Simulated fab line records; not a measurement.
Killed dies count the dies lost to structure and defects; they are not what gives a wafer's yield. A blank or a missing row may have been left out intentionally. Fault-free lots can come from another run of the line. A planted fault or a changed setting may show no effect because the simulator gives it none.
fab line records	flow sky130
record lots=24	wafers=72	last-day=51
route steps=708 shown SD_P@330 CONTACT@433 VIA2@510 METAL3@563 METAL5@661
lots that met no fault: taken from a fault-free run of the same line
start-h: hours from the record's opening day to when the first of the lot's shown wafers began	wait-h: hours since the lot's step before	" repeats the value in the row above	L1.1+2: one row covering several wafers at once	- no value, or no start given	* or withheld: withheld	< > ~ a bound
route shown NAME@n: NAME is a module with steps in the file, n the number in the route of the first one	usual: mean/standard deviation taken from wafers without a fault	same: alike in all rows	chamber/n: place in a boat	sites: per-site readings	_std_site: the standard deviation of these	_edge_site: the outer-site mean with the inner-site mean subtracted	radius-mm: for every site, how far away it sits from the centre of the wafer	mask NAME#n: copy n	behind: the last tool/chamber to shape the wafer	hold: what put the lot on hold/how long, in hours/how the hold closed	device: the transistor (n, p or np) that didn't switch	end of line: tests of these same wafers at the route's end	a step with no rows: only its recipe	killed: the dies lost at the first sort to structure and to defects; this is not the yield of the wafer	map: per-die view of a wafer (x killed, . not killed, _ where there is no die)
set.NAME: the setting as run; set.NAME@STEP: as run at that earlier step	model.NAME: the simulator's own value behind a step, which no gauge read
the route's steps for a sample of lots (tables are steps, rows are wafers)
services: the hour from which a tool's chamber was out of use, counted from the record's first day as start-h (under 0 if before that day), plus the number of hours and why
## steps
# step SKY_SD_P_STRIP_10
# recipe chemistry=O2/N2	power-w=1400	pressure-mtorr=1500	platen-temp-c=withheld	o2-flow-sccm=3000	n2-flow-sccm=300	overash-fraction=0.5
# usual drypump-motor-current-A=5.7/0.42	oes-product-au=0.617/0.0044	strip-time-to-endpoint-s=17.49/0.042
# same overash-fraction=0.5
lot.wafer	tool	chamber	start-h	wait-h	drypump-motor-current-A	oes-product-au	rf-hours-counter-h	strip-time-to-endpoint-s
L074.2	plasma-asher-01	1	621.41	0.1	5.6	0.610	50	17.49
L074.3	"	0	"	"	5.1	0.619	-	17.52
L074.4	"	1	"	"	5.6	0.612	-	17.51
L075.3	plasma-asher-01	0	625.12	0.1	5.1	0.622	-	17.52
L075.4	"	1	"	"	5.6	0.620	-	17.51
L075.6	"	0	"	"	5.1	0.616	-	17.44
L077.1	plasma-asher-02	0	636.58	0.1	5.5	0.622	19	17.62
L077.2	"	1	"	"	5.9	0.616	19	17.57
L077.3	"	0	"	"	5.5	0.625	-	17.54
L076.2	plasma-asher-01	0	640.13	0.1	5.1	0.621	53	17.49
L076.5	"	0	"	"	5.1	0.616	-	17.52
L076.6	"	1	"	"	5.6	0.620	-	17.45
L078.1	plasma-asher-01	1	647.53	0.1	5.6	0.614	53	17.41
L078.4	"	1	"	"	5.6	0.615	-	17.42
L078.5	"	0	"	"	5.1	0.617	-	17.49
L079.1	plasma-asher-02	1	658.96	0.1	5.9	0.616	21	17.44
L079.5	"	0	"	"	5.5	0.616	-	17.49
L079.6	"	1	"	"	5.9	0.611	-	17.47
L080.3	plasma-asher-02	1	666.67	0.1	5.9	0.615	-	17.45
L080.4	"	0	"	"	5.4	0.621	-	17.50
L080.6	"	0	"	"	5.5	0.620	-	17.48
L081.1	plasma-asher-04	1	671.59	0.1	6.3	0.619	98	17.52
L081.4	"	0	"	"	6.5	0.621	-	17.53
L081.6	"	1	"	"	6.3	0.615	-	17.51
L082.1	plasma-asher-01	1	676.73	0.1	5.6	0.626	56	17.40
L082.2	"	0	"	"	5.1	0.626	56	17.44
L082.6	"	1	"	"	5.6	0.624	-	17.40
L083.1	plasma-asher-04	0	689.59	0.1	6.5	0.614	100	17.46
L083.2	"	1	"	"	6.3	0.617	100	17.49
L083.6	"	0	"	"	6.5	0.620	-	17.49
L084.2	plasma-asher-02	0	699.96	0.1	5.5	0.621	25	17.48
L084.3	"	0	"	"	5.5	0.616	-	17.47
L084.4	"	1	"	"	5.9	0.620	-	17.49
L085.2	plasma-asher-01	1	708.08	0.1	5.6	0.609	59	17.46
L085.3	"	1	"	"	5.6	0.621	-	17.40
L085.5	"	0	"	"	5.1	0.608	-	17.45
L086.4	plasma-asher-01	0	721.81	0.1	5.1	0.616	-	17.50
L086.5	"	0	"	"	5.1	0.611	-	17.49
L086.6	"	1	"	"	5.6	0.618	-	17.48
L087.1	plasma-asher-04	0	724.99	0.1	6.5	0.614	104	17.47
L087.4	"	0	"	"	6.5	0.618	-	17.41
L087.5	"	1	"	"	6.3	0.622	-	17.46
L088.1	plasma-asher-02	1	735.08	0.1	5.9	0.616	28	17.52
L088.3	"	0	"	"	5.5	0.614	-	17.48
L088.4	"	1	"	"	5.9	0.619	-	17.47
L089.1	plasma-asher-01	1	738.11	0.1	5.6	0.614	62	17.51
L089.5	"	0	"	"	5.1	0.615	-	17.55
L089.6	"	1	"	"	5.6	0.617	-	17.53
L090.3	plasma-asher-02	0	742.16	0.1	5.5	0.617	-	17.46
L090.4	"	1	"	"	5.9	0.620	-	17.50
L090.5	"	0	"	"	5.5	0.617	-	17.50
L091.2	plasma-asher-01	1	748.46	0.1	5.6	0.614	63	17.51
L091.3	"	1	"	"	5.6	0.620	-	17.51
L091.5	"	1	"	"	5.6	0.609	-	17.51
L092.1	plasma-asher-02	0	759.93	0.1	5.4	0.611	31	17.53
L092.2	"	1	"	"	5.9	0.621	31	17.53
L092.6	"	0	"	"	5.5	0.616	-	17.52
L093.1	plasma-asher-02	0	765.11	0.1	5.5	0.619	31	17.47
L093.5	"	1	"	"	5.9	0.614	-	17.50
L093.6	"	0	"	"	5.5	0.618	-	17.44
L094.2	plasma-asher-02	0	767.36	0.1	5.5	0.622	32	17.46
L094.4	"	0	"	"	5.4	0.605	-	17.44
L094.5	"	1	"	"	5.9	0.619	-	17.49
L096.1	plasma-asher-02	0	779.29	0.1	5.4	0.621	33	17.48
L096.2	"	1	"	"	5.9	0.617	33	17.46
L096.5	"	0	"	"	5.4	0.622	-	17.46
L095.1	plasma-asher-04	1	784.38	0.1	6.3	0.617	3	17.52
L095.2	"	0	"	"	6.5	0.621	3	17.48
L095.4	"	0	"	"	6.5	0.618	-	17.55
L097.1	plasma-asher-02	0	789.01	0.1	5.4	0.618	34	17.55
L097.2	"	1	"	"	5.9	0.623	34	17.55
L097.4	"	0	"	"	5.5	0.615	-	17.53
# step SKY_CONTACT_CMP_27
# recipe stop-on=SiO2	t-overpolish-s=15	down-force-psi=3.5	platen-rpm=60	target-thk-nm=0	pad-velocity-m-s=0.94248
# usual motor-current-A=10.5/0.65	overpolish-run-s=15.000/0.01	platen-rpm=60.00/0.039	time-to-endpoint-s=82/3.3
lot.wafer	tool	chamber	start-h	wait-h	motor-current-A	overpolish-run-s	platen-rpm	time-to-endpoint-s
L074.2	cmp-02	1	770.49	0.0	10.4	14.990	59.97	82
L074.4	"	2	"	"	9.8	14.996	60.03	81
L074.3	"	0	"	"	9.6	15.010	60.00	84
L075.4	cmp-01	2	772.64	0.1	10.2	14.981	59.99	77
L075.3	"	3	"	"	11.5	14.990	59.94	84
L075.6	"	1	"	"	10.5	15.009	60.00	87
L077.3	cmp-01	3	785.10	0.0	12.0	14.998	60.01	84
L077.1	"	1	"	"	11.4	14.991	59.91	85
L077.2	"	2	"	"	10.4	15.017	60.02	78
L076.2	cmp-01	0	789.67	0.2	10.6	14.999	59.95	81
L076.6	"	1	"	"	10.9	14.987	59.96	86
L076.5	"	2	"	"	10.2	15.011	60.08	79
L078.1	cmp-02	0	793.17	0.1	9.7	15.013	59.99	83
L078.4	"	3	"	"	10.3	15.009	59.95	79
L078.5	"	1	"	"	10.4	15.003	60.04	83
L079.1	cmp-01	0	803.16	0.1	10.8	14.994	60.05	81
L079.5	"	0	"	"	10.8	14.995	60.04	82
L079.6	"	1	"	"	11.4	14.992	60.03	84
L080.3	cmp-02	3	813.72	0.0	10.4	14.997	59.98	82
L080.4	"	0	"	"	10.0	15.002	60.03	82
L080.6	"	3	"	"	10.0	15.013	59.96	82
L081.1	cmp-01	1	818.95	0.1	10.2	14.994	60.01	85
L081.4	"	2	"	"	9.7	14.999	60.04	76
L081.6	"	1	"	"	11.3	14.992	59.99	85
L082.2	cmp-01	1	823.25	0.0	10.9	14.996	59.99	82
L082.1	"	2	"	"	9.7	14.998	59.97	76
L082.6	"	2	"	"	10.8	15.004	59.96	74
L083.2	cmp-02	2	834.17	0.0	9.8	14.998	60.01	87
L083.1	"	1	"	"	10.5	14.988	60.01	87
L083.6	"	3	"	"	11.0	14.982	59.99	85
L084.3	cmp-01	0	842.59	0.0	11.2	14.987	59.97	81
L084.2	"	1	"	"	10.6	14.998	59.96	88
L084.4	"	3	"	"	11.4	15.010	60.03	83
L085.3	cmp-02	2	850.77	0.0	9.8	15.015	60.00	86
L085.2	"	1	"	"	10.8	15.005	59.93	84
L085.5	"	3	"	"	10.7	14.997	60.02	83
L086.4	cmp-02	2	863.82	0.0	9.5	14.982	60.05	86
L086.5	"	2	"	"	10.0	14.987	60.00	88
L086.6	"	3	"	"	9.7	15.006	60.04	85
L087.4	cmp-01	0	869.49	0.0	10.6	15.005	60.10	81
L087.1	"	3	"	"	12.1	15.009	59.99	84
L087.5	"	0	"	"	10.4	14.992	60.12	83
L088.4	cmp-02	1	877.21	0.5	10.3	15.005	59.98	82
L088.3	"	2	"	"	10.1	15.005	59.97	83
L088.1	"	0	"	"	9.8	15.000	60.02	81
L089.1	cmp-01	3	880.87	0.1	11.8	14.981	60.01	84
L089.6	"	2	"	"	10.1	15.011	59.96	77
L089.5	"	3	"	"	11.8	15.001	60.06	85
L090.3	cmp-02	3	883.02	0.0	10.4	14.979	60.01	84
L090.4	"	1	"	"	11.0	14.992	59.98	80
L090.5	"	0	"	"	10.5	14.997	60.01	84
L091.3	cmp-02	0	888.92	0.1	9.2	14.987	59.97	79
L091.2	"	2	"	"	10.0	15.008	60.06	80
L091.5	"	0	"	"	9.5	14.987	60.00	82
L092.1	cmp-01	0	900.02	0.1	10.7	14.994	60.01	82
L092.2	"	2	"	"	9.9	15.013	60.03	79
L092.6	"	0	"	"	9.9	14.994	59.98	84
L093.1	cmp-02	3	904.37	0.1	10.3	14.993	60.00	83
L093.5	"	2	"	"	10.3	14.988	60.05	81
L093.6	"	3	"	"	10.9	15.016	59.92	78
L094.4	cmp-02	3	907.81	0.1	9.9	15.002	59.93	77
L094.2	"	0	"	"	9.6	15.011	60.00	82
L094.5	"	2	"	"	10.1	14.984	59.93	79
L096.2	cmp-02	1	918.04	0.0	10.1	15.010	60.03	82
L096.1	"	2	"	"	9.9	15.002	60.00	83
L096.5	"	1	"	"	10.5	14.986	60.03	81
L095.1	cmp-02	2	922.76	0.1	10.1	15.016	60.00	81
L095.2	"	3	"	"	10.1	15.012	60.02	80
L095.4	"	1	"	"	10.7	15.000	59.96	80
L097.1	cmp-01	0	927.55	0.1	10.8	14.995	60.08	84
L097.4	"	1	"	"	11.3	15.016	59.97	86
L097.2	"	3	"	"	11.8	15.003	60.04	84
# step SKY_VIA2_BOW_MEAS_03
# recipe mode=bow
# usual VIA2_BOW=86/7.2
lot.wafer	tool	chamber	start-h	wait-h	VIA2_BOW[um]
L074.2	film-metro-03	-	856.12	0.2	89
L074.3	"	-	"	"	92
L074.4	"	-	"	"	91
L075.3	film-metro-03	-	858.96	0.2	80
L075.4	"	-	"	"	84
L075.6	"	-	"	"	86
L077.1	film-metro-04	-	870.54	0.2	93
L077.2	"	-	"	"	87
L077.3	"	-	"	"	84
L076.2	film-metro-04	-	875.40	0.3	65
L076.5	"	-	"	"	84
L076.6	"	-	"	"	78
L078.1	film-metro-04	-	878.96	0.2	92
L078.4	"	-	"	"	81
L078.5	"	-	"	"	81
L079.1	film-metro-02	-	888.82	0.2	88
L079.5	"	-	"	"	80
L079.6	"	-	"	"	89
L080.3	film-metro-02	-	899.03	0.3	83
L080.4	"	-	"	"	82
L080.6	"	-	"	"	91
L081.1	film-metro-02	-	904.79	0.1	81
L081.4	"	-	"	"	81
L081.6	"	-	"	"	71
L082.1	film-metro-02	-	908.90	0.1	77
L082.2	"	-	"	"	66
L082.6	"	-	"	"	85
L083.1	film-metro-02	-	920.39	0.2	81
L083.2	"	-	"	"	85
L083.6	"	-	"	"	89
L084.2	film-metro-03	-	925.94	0.2	84
L084.3	"	-	"	"	71
L084.4	"	-	"	"	79
L085.2	film-metro-04	-	933.80	0.1	93
L085.3	"	-	"	"	78
L085.5	"	-	"	"	88
L086.4	film-metro-03	-	947.06	0.2	89
L086.5	"	-	"	"	89
L086.6	"	-	"	"	105
L087.1	film-metro-03	-	953.31	0.2	99
L087.4	"	-	"	"	75
L087.5	"	-	"	"	91
L088.1	film-metro-02	-	960.33	0.1	95
L088.3	"	-	"	"	101
L088.4	"	-	"	"	84
L089.1	film-metro-02	-	964.37	0.2	84
L089.5	"	-	"	"	91
L089.6	"	-	"	"	105
L090.3	film-metro-03	-	965.14	0.3	85
L090.4	"	-	"	"	91
L090.5	"	-	"	"	88
L091.2	film-metro-04	-	970.01	0.3	99
L091.3	"	-	"	"	89
L091.5	"	-	"	"	86
L092.1	film-metro-03	-	980.17	0.2	91
L092.2	"	-	"	"	91
L092.6	"	-	"	"	81
L093.1	film-metro-04	-	985.32	0.2	87
L093.5	"	-	"	"	85
L093.6	"	-	"	"	83
L094.2	film-metro-03	-	987.26	0.2	79
L094.4	"	-	"	"	71
L094.5	"	-	"	"	76
L096.1	film-metro-04	-	995.44	0.1	93
L096.2	"	-	"	"	96
L096.5	"	-	"	"	90
L095.1	film-metro-02	-	1000.60	0.1	92
L095.2	"	-	"	"	79
L095.4	"	-	"	"	90
L097.1	film-metro-03	-	1004.84	0.2	82
L097.2	"	-	"	"	97
L097.4	"	-	"	"	94
# step SKY_VIA2_STRIP_16
# recipe chemistry=O2/N2	power-w=1400	pressure-mtorr=1500	platen-temp-c=withheld	o2-flow-sccm=3000	n2-flow-sccm=300	overash-fraction=0.5
# usual drypump-motor-current-A=5.8/0.49	oes-product-au=0.399/0.0038	strip-time-to-endpoint-s=4.047/0.025
# same overash-fraction=0.5
lot.wafer	tool	chamber	start-h	wait-h	drypump-motor-current-A	oes-product-au	rf-hours-counter-h	strip-time-to-endpoint-s
L074.2	plasma-asher-02	1	882.70	0.0	5.9	0.397	43	4.059
L074.3	"	1	"	"	5.9	0.400	-	4.059
L074.4	"	0	"	"	5.5	0.397	-	4.076
L075.3	plasma-asher-01	1	885.68	0.1	5.6	0.398	-	4.057
L075.4	"	0	"	"	5.1	0.395	-	4.038
L075.6	"	1	"	"	5.6	0.401	-	4.052
L077.1	plasma-asher-01	1	897.04	0.0	5.6	0.401	78	4.072
L077.2	"	0	"	"	5.1	0.396	78	4.068
L077.3	"	0	"	"	5.1	0.399	-	4.045
L076.2	plasma-asher-02	0	901.90	0.0	5.5	0.392	45	3.988
L076.5	"	1	"	"	5.9	0.397	-	4.022
L076.6	"	0	"	"	5.5	0.394	-	4.061
L078.1	plasma-asher-02	1	905.75	0.0	6.0	0.397	46	4.063
L078.4	"	0	"	"	5.4	0.394	-	4.100
L078.5	"	0	"	"	5.4	0.402	-	4.072
L079.1	plasma-asher-01	0	915.25	0.0	5.1	0.399	80	4.060
L079.5	"	1	"	"	5.6	0.397	-	4.024
L079.6	"	0	"	"	5.1	0.394	-	4.062
L080.3	plasma-asher-02	0	924.93	0.1	5.5	0.395	-	4.075
L080.4	"	1	"	"	5.9	0.399	-	4.059
L080.6	"	0	"	"	5.5	0.406	-	4.050
L081.1	plasma-asher-02	0	930.45	0.0	5.5	0.398	48	4.060
L081.4	"	0	"	"	5.5	0.400	-	4.095
L081.6	"	0	"	"	5.5	0.403	-	4.039
L082.1	plasma-asher-03	1	934.90	0.0	6.8	0.398	113	4.009
L082.2	"	0	"	"	5.9	0.402	113	4.023
L082.6	"	1	"	"	6.8	0.398	-	3.988
L083.1	plasma-asher-03	0	946.20	0.0	5.9	0.401	114	4.035
L083.2	"	1	"	"	6.8	0.399	114	4.023
L083.6	"	0	"	"	5.9	0.395	-	4.074
L084.2	plasma-asher-03	1	951.62	0.0	6.8	0.405	115	4.068
L084.3	"	0	"	"	5.9	0.400	-	4.052
L084.4	"	1	"	"	6.8	0.409	-	4.041
L085.2	plasma-asher-03	0	959.40	0.0	5.9	0.401	116	4.037
L085.3	"	0	"	"	5.9	0.401	-	4.094
L085.5	"	1	"	"	6.8	0.396	-	4.040
L086.4	plasma-asher-02	1	972.45	0.1	5.9	0.400	-	4.045
L086.5	"	0	"	"	5.5	0.403	-	4.047
L086.6	"	1	"	"	5.9	0.403	-	4.078
L087.1	plasma-asher-02	0	978.50	0.0	5.5	0.397	53	4.025
L087.4	"	1	"	"	6.0	0.401	-	4.048
L087.5	"	0	"	"	5.5	0.402	-	4.024
L088.1	plasma-asher-02	1	984.77	0.0	5.9	0.406	54	4.022
L088.3	"	0	"	"	5.5	0.398	-	4.044
L088.4	"	1	"	"	5.9	0.399	-	4.035
L089.1	plasma-asher-01	1	988.67	0.0	5.6	0.396	87	4.037
L089.5	"	1	"	"	5.6	0.400	-	4.066
L089.6	"	0	"	"	5.1	0.397	-	4.046
L090.3	plasma-asher-02	1	989.58	0.1	5.9	0.394	-	4.013
L090.4	"	0	"	"	5.5	0.403	-	4.054
L090.5	"	1	"	"	5.9	0.403	-	4.011
L091.2	plasma-asher-01	0	993.52	0.0	5.1	0.402	88	4.043
L091.3	"	0	"	"	5.1	0.400	-	4.070
L091.5	"	0	"	"	5.1	0.401	-	4.066
L092.1	plasma-asher-02	0	1003.45	0.0	5.5	0.403	55	4.076
L092.2	"	1	"	"	5.9	0.400	55	4.019
L092.6	"	1	"	"	6.0	0.405	-	4.002
L093.1	plasma-asher-03	1	1007.62	0.0	6.8	0.398	121	4.058
L093.5	"	1	"	"	6.8	0.394	-	4.070
L093.6	"	0	"	"	5.9	0.401	-	4.042
L094.2	plasma-asher-03	0	1009.27	0.0	5.9	0.397	121	4.009
L094.4	"	0	"	"	5.9	0.400	-	4.075
L094.5	"	0	"	"	5.9	0.391	-	4.040
L096.1	plasma-asher-02	0	1017.07	0.0	5.5	0.400	57	4.037
L096.2	"	1	"	"	6.0	0.398	57	4.024
L096.5	"	1	"	"	5.9	0.404	-	4.016
L095.1	plasma-asher-03	0	1021.00	0.0	5.9	0.391	122	4.022
L095.2	"	1	"	"	6.8	0.402	122	4.051
L095.4	"	0	"	"	5.9	0.397	-	4.020
L097.1	plasma-asher-02	1	1025.20	0.0	6.0	0.395	58	4.018
L097.2	"	0	"	"	5.4	0.396	58	4.030
L097.4	"	1	"	"	5.9	0.405	-	4.034
# step SKY_METAL3_CD_MEAS_13
# recipe target-cd-nm=300
# usual cd-nm=299.8/1.5
lot.wafer	tool	chamber	start-h	wait-h	cd-nm
L074.2	cd-sem-01	-	935.90	-	299.7
L074.3	"	-	"	"	300.3
L074.4	"	-	"	"	299.1
L075.3	cd-sem-01	-	938.70	-	299.4
L075.4	"	-	"	"	299.6
L075.6	"	-	"	"	299.3
L077.1	cd-sem-01	-	950.58	-	300.2
L077.2	"	-	"	"	299.4
L077.3	"	-	"	"	300.0
L076.2	cd-sem-02	-	954.79	-	296.9
L076.5	"	-	"	"	296.8
L076.6	"	-	"	"	296.9
L078.1	cd-sem-01	-	958.42	-	299.9
L078.4	"	-	"	"	301.2
L078.5	"	-	"	"	302.9
L079.1	cd-sem-01	-	967.62	-	302.2
L079.5	"	-	"	"	301.5
L079.6	"	-	"	"	302.3
L080.3	cd-sem-01	-	977.58	-	299.4
L080.4	"	-	"	"	300.1
L080.6	"	-	"	"	299.9
L081.1	cd-sem-01	-	981.12	-	301.9
L081.4	"	-	"	"	301.2
L081.6	"	-	"	"	299.3
L082.1	cd-sem-01	-	985.76	-	298.3
L082.2	"	-	"	"	298.8
L082.6	"	-	"	"	299.6
L083.1	cd-sem-02	-	995.51	-	301.1
L083.2	"	-	"	"	300.4
L083.6	"	-	"	"	301.1
L084.2	cd-sem-02	-	1000.74	-	300.7
L084.3	"	-	"	"	299.4
L084.4	"	-	"	"	301.8
L085.2	cd-sem-02	-	1008.33	-	301.0
L085.3	"	-	"	"	300.7
L085.5	"	-	"	"	300.9
L086.4	cd-sem-01	-	1018.48	-	302.8
L086.5	"	-	"	"	301.9
L086.6	"	-	"	"	300.5
L087.1	cd-sem-02	-	1023.92	-	297.9
L087.4	"	-	"	"	298.2
L087.5	"	-	"	"	298.1
L088.1	cd-sem-02	-	1028.37	-	298.3
L088.3	"	-	"	"	298.0
L088.4	"	-	"	"	299.0
L089.1	cd-sem-02	-	1032.02	-	299.6
L089.5	"	-	"	"	300.0
L089.6	"	-	"	"	299.4
L090.3	cd-sem-01	-	1033.20	-	299.6
L090.4	"	-	"	"	300.1
L090.5	"	-	"	"	298.5
L091.2	cd-sem-01	-	1036.61	-	297.5
L091.3	"	-	"	"	298.7
L091.5	"	-	"	"	298.5
L092.1	cd-sem-02	-	1044.84	-	298.4
L092.2	"	-	"	"	297.4
L092.6	"	-	"	"	298.5
L093.1	cd-sem-02	-	1051.77	-	299.8
L093.5	"	-	"	"	300.9
L093.6	"	-	"	"	299.4
L094.2	cd-sem-02	-	1053.51	-	302.0
L094.4	"	-	"	"	301.1
L094.5	"	-	"	"	300.2
L096.1	cd-sem-01	-	1060.21	-	300.0
L096.2	"	-	"	"	299.3
L096.5	"	-	"	"	300.0
L095.1	cd-sem-01	-	1065.67	-	300.3
L095.2	"	-	"	"	300.8
L095.4	"	-	"	"	300.2
L097.1	cd-sem-02	-	1069.12	-	300.2
L097.2	"	-	"	"	302.6
L097.4	"	-	"	"	301.9
# step SKY_METAL5_SPUTTER_00
# recipe material=Ti	target-thk-nm=15	power-w=3000	time-s=10	chamber-pressure-pa=0.4
# usual cathode-dc-power-W=3000.0/0.52	throttle-valve-pct=30.0/0.87
# same time-s=10
lot.wafer	tool	chamber	start-h	wait-h	cathode-dc-power-W	throttle-valve-pct
L074.2	pvd-sputter-02	-	1032.45	0.1	3000.7	29.9
L074.3	"	-	"	"	2999.8	30.7
L074.4	"	-	"	"	3000.4	28.4
L075.3	pvd-sputter-04	-	1034.85	0.2	2999.5	30.2
L075.4	"	-	"	"	2999.9	29.3
L075.6	"	-	"	"	3000.5	30.0
L077.1	pvd-sputter-03	-	1043.72	0.1	3000.1	29.4
L077.2	"	-	"	"	3000.3	30.6
L077.3	"	-	"	"	3000.4	30.5
L076.2	pvd-sputter-04	-	1046.24	0.1	3000.4	29.5
L076.5	"	-	"	"	3000.3	31.5
L076.6	"	-	"	"	3000.3	29.9
L078.1	pvd-sputter-02	-	1048.93	0.2	3000.2	30.6
L078.4	"	-	"	"	3000.1	30.3
L078.5	"	-	"	"	2999.7	28.1
L079.1	pvd-sputter-04	-	1060.53	0.2	3000.3	30.6
L079.5	"	-	"	"	2999.9	30.6
L079.6	"	-	"	"	3001.5	29.9
L080.3	pvd-sputter-02	-	1070.26	0.2	3000.0	28.2
L080.4	"	-	"	"	3001.2	28.6
L080.6	"	-	"	"	3000.5	30.1
L081.1	pvd-sputter-02	-	1072.17	0.1	3000.0	28.3
L081.4	"	-	"	"	2999.7	28.2
L081.6	"	-	"	"	3000.2	30.8
L082.1	pvd-sputter-04	-	1077.47	0.1	3000.7	29.5
L082.2	"	-	"	"	2999.4	29.9
L082.6	"	-	"	"	2999.3	29.7
L083.1	pvd-sputter-04	-	1087.23	0.1	2999.7	30.1
L083.2	"	-	"	"	2999.0	30.6
L083.6	"	-	"	"	2999.4	31.3
L084.2	pvd-sputter-04	-	1101.42	0.1	3000.7	31.4
L084.3	"	-	"	"	3000.3	30.0
L084.4	"	-	"	"	2999.4	29.3
L085.2	pvd-sputter-02	-	1101.76	0.1	3000.3	30.2
L085.3	"	-	"	"	2999.6	30.2
L085.5	"	-	"	"	2999.6	29.9
L086.4	pvd-sputter-02	-	1111.12	0.1	3001.0	30.8
L086.5	"	-	"	"	3000.2	29.8
L086.6	"	-	"	"	2999.7	30.7
L087.1	pvd-sputter-02	-	1115.08	0.2	3000.3	29.9
L087.4	"	-	"	"	2999.4	28.3
L087.5	"	-	"	"	3000.5	28.3
L088.1	pvd-sputter-04	-	1120.65	0.1	3000.2	30.7
L088.3	"	-	"	"	2999.6	31.3
L088.4	"	-	"	"	2999.9	29.5
L089.1	pvd-sputter-02	-	1123.82	0.1	2999.4	30.7
L089.5	"	-	"	"	3000.8	30.1
L089.6	"	-	"	"	2999.8	30.0
L090.3	pvd-sputter-02	-	1125.77	0.1	3000.7	30.9
L090.4	"	-	"	"	2999.8	27.9
L090.5	"	-	"	"	2999.8	30.6
L091.2	pvd-sputter-03	-	1129.48	0.2	3000.4	30.2
L091.3	"	-	"	"	2999.9	29.7
L091.5	"	-	"	"	2999.1	30.5
L092.1	pvd-sputter-04	-	1137.12	0.1	2999.7	31.5
L092.2	"	-	"	"	2999.9	30.2
L092.6	"	-	"	"	3000.7	31.1
L093.1	pvd-sputter-03	-	1142.23	0.2	3000.0	29.7
L093.5	"	-	"	"	3000.6	30.5
L093.6	"	-	"	"	2999.5	30.2
L094.2	pvd-sputter-02	-	1144.46	0.2	3000.5	29.7
L094.4	"	-	"	"	2999.1	28.3
L094.5	"	-	"	"	3000.3	30.1
L096.1	pvd-sputter-02	-	1151.03	0.1	2999.6	28.2
L096.2	"	-	"	"	3000.4	30.0
L096.5	"	-	"	"	2999.9	30.8
L095.1	pvd-sputter-03	-	1154.39	0.2	3000.2	30.7
L095.2	"	-	"	"	2999.6	30.2
L095.4	"	-	"	"	3000.2	29.8
L097.1	pvd-sputter-04	-	1156.65	0.2	3000.7	29.2
L097.2	"	-	"	"	3000.1	31.2
L097.4	"	-	"	"	2999.8	30.0
## services
tool	chamber	start-h	hours	kind
cmp-02	-	602.41	2.5	repair
cmp-01	-	641.66	0.4	repair
cmp-01	-	645.54	2.5	repair
plasma-asher-01	-	657.93	1.7	repair
cmp-01	-	667.30	2.0	repair
cmp-02	-	718.95	16.1	repair
plasma-asher-02	-	719.50	9.1	repair
plasma-asher-01	-	731.69	2.8	pm
cmp-02	-	744.37	4.0	pm
plasma-asher-02	-	757.06	1.5	repair
plasma-asher-01	-	783.43	7.0	repair
plasma-asher-01	-	788.89	2.9	repair
plasma-asher-02	-	794.34	0.8	repair
plasma-asher-02	-	796.38	4.3	pm
cmp-02	-	839.22	6.5	pm
cmp-02	-	931.49	0.5	repair
cmp-02	-	932.29	4.0	repair
cmp-02	-	961.50	7.6	pm
plasma-asher-02	-	986.59	2.8	pm
plasma-asher-02	-	1049.89	0.4	repair
plasma-asher-02	-	1065.85	1.3	repair
plasma-asher-02	-	1067.16	6.9	repair
cmp-02	-	1084.61	4.0	pm
cmp-02	-	1127.96	1.1	repair
## key
fault none
